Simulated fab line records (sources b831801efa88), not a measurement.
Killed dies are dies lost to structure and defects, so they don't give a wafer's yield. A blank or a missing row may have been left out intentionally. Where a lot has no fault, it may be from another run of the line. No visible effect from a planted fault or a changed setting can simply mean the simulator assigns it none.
Matching of chambers :: flow sky130 :: SKY_VIA2_CMP_24 on cmp-01: 4 sister chambers
The step polishes, stops on SiO2, t overpolish 20 s, target thk 0 nm. 8 wafers are shown with their chamber, then 7 later ones without.

== EACH WAFER AND ITS CHAMBER ==
wafer: L572.6
chamber: 2
motorCurrentA (A): 9.8
overpolishRunS (s): 19.994

wafer: L589.1
chamber: 1
motorCurrentA (A): 11.0
overpolishRunS (s): 19.994

wafer: L589.2
chamber: 3
motorCurrentA (A): 10.3
overpolishRunS (s): 19.996

wafer: L589.4
chamber: 2
motorCurrentA (A): 10.2
overpolishRunS (s): 20.001

wafer: L590.3
chamber: 1
motorCurrentA (A): 11.3
overpolishRunS (s): 20.013

wafer: L590.5
chamber: 0
motorCurrentA (A): 11.2
overpolishRunS (s): 20.004

wafer: L593.1
chamber: 0
motorCurrentA (A): 12.5
overpolishRunS (s): 19.981

wafer: L593.2
chamber: 3
motorCurrentA (A): 10.8
overpolishRunS (s): 19.991

== WAFERS WITH NO CHAMBER GIVEN ==
wafer: L593.4
motorCurrentA (A): 11.2
overpolishRunS (s): 20.012

wafer: L595.2
motorCurrentA (A): 9.7
overpolishRunS (s): 20.003

wafer: L595.3
motorCurrentA (A): 10.7
overpolishRunS (s): 20.003

wafer: L595.6
motorCurrentA (A): 10.6
overpolishRunS (s): 19.987

wafer: L594.1
motorCurrentA (A): 10.6
overpolishRunS (s): 20.003

wafer: L594.2
motorCurrentA (A): 11.8
overpolishRunS (s): 19.984

wafer: L594.3
motorCurrentA (A): 10.1
overpolishRunS (s): 19.999

== THE CHAMBER EACH PASSED THROUGH ==
wafer: L593.4
from the rows above: can't be placed: 1 or 3 or 0 or 2
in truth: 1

wafer: L595.2
from the rows above: can't be placed: 2 or 3
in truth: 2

wafer: L595.3
from the rows above: can't be placed: 1 or 3 or 2 or 0
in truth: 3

wafer: L595.6
from the rows above: can't be placed: 3 or 2 or 1 or 0
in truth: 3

wafer: L594.1
from the rows above: can't be placed: 3 or 1 or 2 or 0
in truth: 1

wafer: L594.2
from the rows above: can't be placed: 0 or 1 or 3
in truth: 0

wafer: L594.3
from the rows above: can't be placed: 2 or 3 or 1
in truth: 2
0 of 7 placed correctly. Cannot be placed on the basis of these rows: 7; the candidates contain the true chamber in 7. Number placed wrongly: 0.
How it was worked out, from the rows above alone: a wafer's distance from a chamber is the root of the sum, over the readings, of the square of ((its reading less the chamber's mean) divided by the reading's scatter). If the next closest chamber is less than 2 further off than the closest, the wafer can't be placed; otherwise it belongs to the closest. Each chamber's mean is taken over the wafers shown for it. The scatter: the root of (the sum of the squares of (reading less its chamber's mean) over the shown wafers, divided by (wafers less chambers)).
